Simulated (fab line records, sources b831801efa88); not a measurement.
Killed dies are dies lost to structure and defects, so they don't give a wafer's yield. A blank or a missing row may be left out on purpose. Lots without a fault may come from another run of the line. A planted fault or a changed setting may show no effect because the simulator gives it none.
Split-lot experiment | flow gf180mcu | 5 lots, 27 wafers read, on a route of 602 steps

THE SPLIT
At GF_V3_SPUTTER_21 (material Ti, target thk 15 nm, time 80.02 s), the setting time_s was moved away from the recipe's 80.02 s on 9 of the 27 wafers read, by +44.3% to +56.1%. The other wafers ran this setting at the recipe's value.

The reading is taken at the split's own step.

THE READING
Ti_of_V3_SPUTTER_21.thk_nm (the simulator's own value, which no gauge read), in nm, at GF_V3_SPUTTER_21 (material Ti, target thk 15 nm, time 80.02 s). The file gives no usual value for it. The 18 wafers here that ran the recipe average 14.93 nm, standard deviation 0.23 nm.

wafer  | tool, chamber at the split | time_s as run, s | against the recipe | Ti_of_V3_SPUTTER_21.thk_nm, nm | against lot-mates on the recipe
L074.1 | pvd_sputter-02, -          | 80.02            | recipe             | 14.6                           | -
L074.2 | pvd_sputter-02, -          | 80.02            | recipe             | 14.64                          | -
L074.3 | pvd_sputter-02, -          | 80.02            | recipe             | 14.79                          | -
L074.4 | pvd_sputter-02, -          | 80.02            | recipe             | 14.63                          | -
L074.5 | pvd_sputter-02, -          | 80.02            | recipe             | 14.69                          | -
L074.6 | pvd_sputter-02, -          | 80.02            | recipe             | 14.66                          | -
L076.1 | pvd_sputter-03, -          | 80.02            | recipe             | 15.26                          | -
L076.2 | pvd_sputter-03, -          | 80.02            | recipe             | 15.34                          | -
L076.4 | pvd_sputter-03, -          | 80.02            | recipe             | 15.34                          | -
L080.1 | pvd_sputter-02, -          | 80.02            | recipe             | 14.99                          | -
L080.2 | pvd_sputter-02, -          | 115.5            | +44.3%             | 21.51                          | +6.56
L080.3 | pvd_sputter-02, -          | 115.5            | +44.3%             | 21.68                          | +6.73
L080.4 | pvd_sputter-02, -          | 80.02            | recipe             | 14.94                          | -
L080.5 | pvd_sputter-02, -          | 80.02            | recipe             | 14.93                          | -
L080.6 | pvd_sputter-02, -          | 115.5            | +44.3%             | 21.73                          | +6.78
L083.1 | pvd_sputter-02, -          | 117.4            | +46.7%             | 22.01                          | +6.95
L083.2 | pvd_sputter-02, -          | 117.4            | +46.7%             | 21.98                          | +6.92
L083.3 | pvd_sputter-02, -          | 80.02            | recipe             | 15.06                          | -
L083.5 | pvd_sputter-02, -          | 80.02            | recipe             | 15.06                          | -
L083.6 | pvd_sputter-02, -          | 80.02            | recipe             | 15.06                          | -
L083.4 | pvd_sputter-02, -          | 117.4            | +46.7%             | 22                             | +6.94
L085.1 | pvd_sputter-04, -          | 80.02            | recipe             | 14.79                          | -
L085.2 | pvd_sputter-04, -          | 80.02            | recipe             | 14.9                           | -
L085.3 | pvd_sputter-04, -          | 124.9            | +56.1%             | 23.42                          | +8.53
L085.4 | pvd_sputter-04, -          | 124.9            | +56.1%             | 23.02                          | +8.13
L085.5 | pvd_sputter-04, -          | 124.9            | +56.1%             | 23.26                          | +8.37
L085.6 | pvd_sputter-04, -          | 80.02            | recipe             | 14.98                          | -

THE FIT
A straight line over all 27 wafers: Ti_of_V3_SPUTTER_21.thk_nm changes by +0.15 nm for each +1% of time_s; r = +1.00; the points scatter about the line by 0.21 nm.
The same after taking each lot's own level away (the mean of its wafers on the recipe; 27 wafers): +0.149 nm for each +1%; r = +1.00; scatter 0.084 nm.
On that fit, the largest move of time_s shifts the reading by 8.4 nm.
The lots' own levels span 14.668 to 15.313 nm, that is 2.8 times the standard deviation above.
So the lot-to-lot level changes the slope little: the two slopes agree.
Check: with one of the wafers moved furthest among these (+56.1%) left out of the fit, the line predicts +8.34 nm for it against its lot-mates. It came out at +8.53 nm against them.

OTHER SPLITS ON THESE WAFERS
These wafers also went through other splits before the reading. Each is held against what the fit with the lots' levels taken away leaves over:
other split on the same wafers | wafers away from the commonest value | r with Ti_of_V3_SPUTTER_21.thk_nm (lot level and that fit taken away)
GF_M1_SPUTTER_04 time_s        | 9                                    | -0.21
GF_M2_SPUTTER_04 time_s        | 12                                   | +0.24

THE FILE'S OWN FIT
Ti_of_V3_SPUTTER_21.thk_nm changes by +0.149 nm for each +1% of time_s, r = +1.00.
